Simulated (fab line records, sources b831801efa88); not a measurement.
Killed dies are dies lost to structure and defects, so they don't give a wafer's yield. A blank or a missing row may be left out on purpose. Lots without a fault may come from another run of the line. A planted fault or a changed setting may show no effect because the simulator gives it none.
fab line records | flow gf180mcu
record lots=7 wafers=21 last_day=32
route steps=602 shown DNWELL@36 NWELL@42
lots that met no fault: from a run of the same line without faults
start_h: hours from the record's first day to the start of the lot's first wafer shown | wait_h: hours since the lot's step before | " the same as in the row above | L1.1+2: a row that stands for several wafers | - no value, or no start given | * or withheld: withheld | < > ~ a bound
route shown NAME@n: a module of which the file shows steps, and the number in the route of the first | usual: mean/standard deviation of fault-free wafers | same: alike in all rows | chamber/n: place in a boat | sites: the reading at each site | _std_site: their standard deviation | _edge_site: outer sites' mean less inner sites' | radius_mm: how far each site lies from the wafer's centre | mask NAME#n: copy n | behind: the tool/chamber that last shaped the wafer | hold: why the lot was held/for how many hours/how that ended | device: the transistor (n, p or np) that didn't switch | end of line: the same wafers' tests at the end of the route | a step without rows: its recipe alone | killed: dies lost to structure and defects at the first sort, not the wafer's yield | map: a wafer's dies, x killed, . not, _ none there
set.NAME: the setting as run; set.NAME@STEP: as run at that earlier step | model.NAME: the simulator's own value behind a step, which no gauge read
lots at some steps of the route; a table a step, a row a wafer
services: from which hour (start_h, from the record's first day; less than 0 if before it) a tool's chamber was out of use, for how many hours, and why
## steps
# step GF_DNWELL_EXPOSE_04
# recipe mask_id=DNWELL target_cd_nm=1700 na=0.6 source_shape=conventional sigma_outer=0.6 dose_mj=260
# step GF_DNWELL_PEB_05
# recipe temp_c=115 time_s=withheld
# step GF_DNWELL_DEVELOP_06
# recipe wall_angle_deg=90 develop_time_s=60 dev_temp_c=23
# step GF_DNWELL_IMPLANT_07
# recipe species=P energy_kev=1500 dose_cm2=1e+13 tilt_deg=0
# step GF_DNWELL_STRIP_08
# recipe chemistry=O2/N2 power_w=1400 pressure_mtorr=1500 platen_temp_c=250 o2_flow_sccm=3000 n2_flow_sccm=300 overash_fraction=0.5
# usual drypump_motor_current_A=5.9/0.43 heater_power_w=343/38 oes_product_au=0.722/0.0046 strip_time_to_endpoint_s=36.96/0.12
# columns lot.wafer tool chamber start_h wait_h drypump_motor_current_A heater_power_w oes_product_au rf_hours_counter_h strip_time_to_endpoint_s
L749.1 plasma_asher-01 0 42.56 0.1 6.4 324 0.722 38 36.95
L749.2 " 1 " " 6.1 310 0.719 38 36.92
L749.3 " 1 " " 6.1 313 0.714 - 37.16
L756.1 plasma_asher-01 1 83.61 0.1 6.1 311 0.722 42 37.05
L756.5 " 1 " " 6.1 308 0.729 - 37.10
L756.6 " 0 " " 6.4 323 0.717 - 37.19
L757.1 plasma_asher-03 0 87.27 0.1 5.4 292 0.721 30 36.81
L757.2 " 1 " " 5.8 347 0.723 30 36.85
L757.3 " 1 " " 5.8 357 0.728 - 36.86
L758.2 plasma_asher-01 1 90.76 0.1 6.1 305 0.716 43 36.87
L758.5 " 1 " " 6.1 312 0.712 - 36.76
L758.6 " 0 " " 6.4 319 0.733 - 36.89
L761.2 plasma_asher-02 1 106.26 0.1 5.4 389 0.724 45 37.03
L761.5 " 1 " " 5.4 380 0.718 - 37.00
L761.6 " 0 " " 6.4 395 0.720 - 36.90
L763.2 plasma_asher-03 0 115.52 0.1 5.4 295 0.716 33 37.12
L763.4 " 0 " " 5.4 297 0.723 - 37.16
L763.5 " 1 " " 5.8 348 0.728 - 37.06
L764.3 plasma_asher-02 1 121.40 0.1 5.4 364 0.717 - 36.87
L764.4 " 0 " " 6.5 409 0.717 - 36.89
L764.6 " 1 " " 5.4 386 0.726 - 36.92
# step GF_DNWELL_TW_MEAS_09
# usual DNWELL_TW=1353/9.5
# columns lot.wafer tool chamber start_h wait_h DNWELL_TW
L749.1 film_metro-02 - 42.66 0.1 1345
L749.2 " - " " 1339
L749.3 " - " " 1341
L756.1 film_metro-02 - 83.71 0.1 1354
L756.5 " - " " 1357
L756.6 " - " " 1359
L757.1 film_metro-03 - 87.37 0.1 1359
L757.2 " - " " 1357
L757.3 " - " " 1368
L758.2 film_metro-02 - 90.87 0.1 1341
L758.5 " - " " 1354
L758.6 " - " " 1347
L761.2 film_metro-03 - 106.37 0.1 1364
L761.5 " - " " 1365
L761.6 " - " " 1358
L763.2 film_metro-01 - 115.63 0.1 1360
L763.4 " - " " 1364
L763.5 " - " " 1361
L764.3 film_metro-03 - 121.49 0.1 1365
L764.4 " - " " 1365
L764.6 " - " " 1359
# step GF_NWELL_DEHYDRATE_00
# recipe temp_c=200 time_s=60
# step GF_NWELL_HMDS_01
# recipe prime_time_s=60 prime_temp_c=120
# step GF_NWELL_COAT_02
# recipe spin_rpm=2000 resist_thk_nm=3000
# step GF_NWELL_SOFTBAKE_03
# recipe temp_c=110 time_s=withheld
# step GF_NWELL_EXPOSE_04
# recipe mask_id=Nwell target_cd_nm=860 na=0.6 source_shape=conventional sigma_outer=0.6 dose_mj=260
# step GF_NWELL_PEB_05
# recipe temp_c=115 time_s=withheld
# step GF_NWELL_DEVELOP_06
# recipe wall_angle_deg=90 develop_time_s=60 dev_temp_c=23
# usual chill_plate_temp_C=22.97/0.11 develop_time_s=60/0
# columns lot.wafer tool chamber start_h wait_h chill_plate_temp_C develop_time_s
L749.1 litho_track-04 0 53 - 23.02 60
L749.2 " 0 " " 23.09 60
L749.3 " 0 " " 23.07 60
L756.1 litho_track-01 - 97 - - -
L756.5 " - " " - -
L756.6 " - " " - -
L757.1 litho_track-01 - 100 - - -
L757.2 " - " " - -
L757.3 " - " " - -
L758.2 litho_track-04 - 104 - - -
L758.5 " - " " - -
L758.6 " - " " - -
L761.2 litho_track-01 0 120 - 22.93 60
L761.5 " 0 " " 22.83 60
L761.6 " 0 " " 23.09 60
L763.2 litho_track-01 0 130 - 22.90 60
L763.4 " 0 131 - 22.94 60
L763.5 " 0 " " 22.93 60
L764.3 litho_track-04 0 136 - 22.98 60
L764.4 " 0 " " 23.04 60
L764.6 " 0 " " 23.16 60
# step GF_NWELL_OVL_MEAS_07
# usual NWELL_OVL=0.9/1.6
# columns lot.wafer tool chamber start_h wait_h NWELL_OVL[nm]
L749.1 overlay-02 - 53.91 - 0.9
L749.2 " - " " 0.6
L749.3 " - " " 0.0
L756.1 overlay-02 - 97.71 - -
L756.5 " - " " -
L756.6 " - " " -
L757.1 overlay-01 - 101.01 - -
L757.2 " - " " -
L757.3 " - " " -
L758.2 overlay-02 - 104.51 - -
L758.5 " - " " -
L758.6 " - " " -
L761.2 overlay-01 - 120.31 - -1.3
L761.5 " - " " 0.1
L761.6 " - " " -1.2
L763.2 overlay-01 - 131.11 - 0.9
L763.4 " - " " 1.3
L763.5 " - " " -0.8
L764.3 overlay-01 - 136.67 - -0.2
L764.4 " - " " 0.4
L764.6 " - " " 1.9
## services
# columns tool chamber start_h hours kind
plasma_asher-02 - 108.75 9.0 pm
plasma_asher-02 0 108.75 9.0 vent_cycle
plasma_asher-02 1 108.75 9.0 vent_cycle
plasma_asher-02 0 117.75 - clean
plasma_asher-02 1 117.75 - clean
## key
first_sign step=GF_NWELL_DEVELOP_06 reading=tool_record direction=missing
effect none on later readings
met_at GF_NWELL_DEVELOP_06
struck_wafers L756.1,L756.5,L756.6,L757.1,L757.2,L757.3,L758.2,L758.5,L758.6
sort_left_out L756.1,L756.5,L756.6,L757.1,L757.2,L757.3,L758.2,L758.5,L758.6
tester_left_out L756,L757,L758
onset_between 53 97
fault kind=skipped_step_whole tool=litho_track-01,litho_track-04 chamber=- onset_h=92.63 steps=GF_NWELL_DEVELOP_06 scope=struck_lots_only
# tester_left_out: of these lots the tester's yield and bins aren't shown, on N5 and GAA mostly nor the transistor test; their killed dies are dies lost to structure and defects alone, not to doping, threshold or leakage, so they don't give the yield
# sort_left_out: the simulated sort isn't trusted on such a fault, so these wafers' sort isn't shown, and their yield isn't known
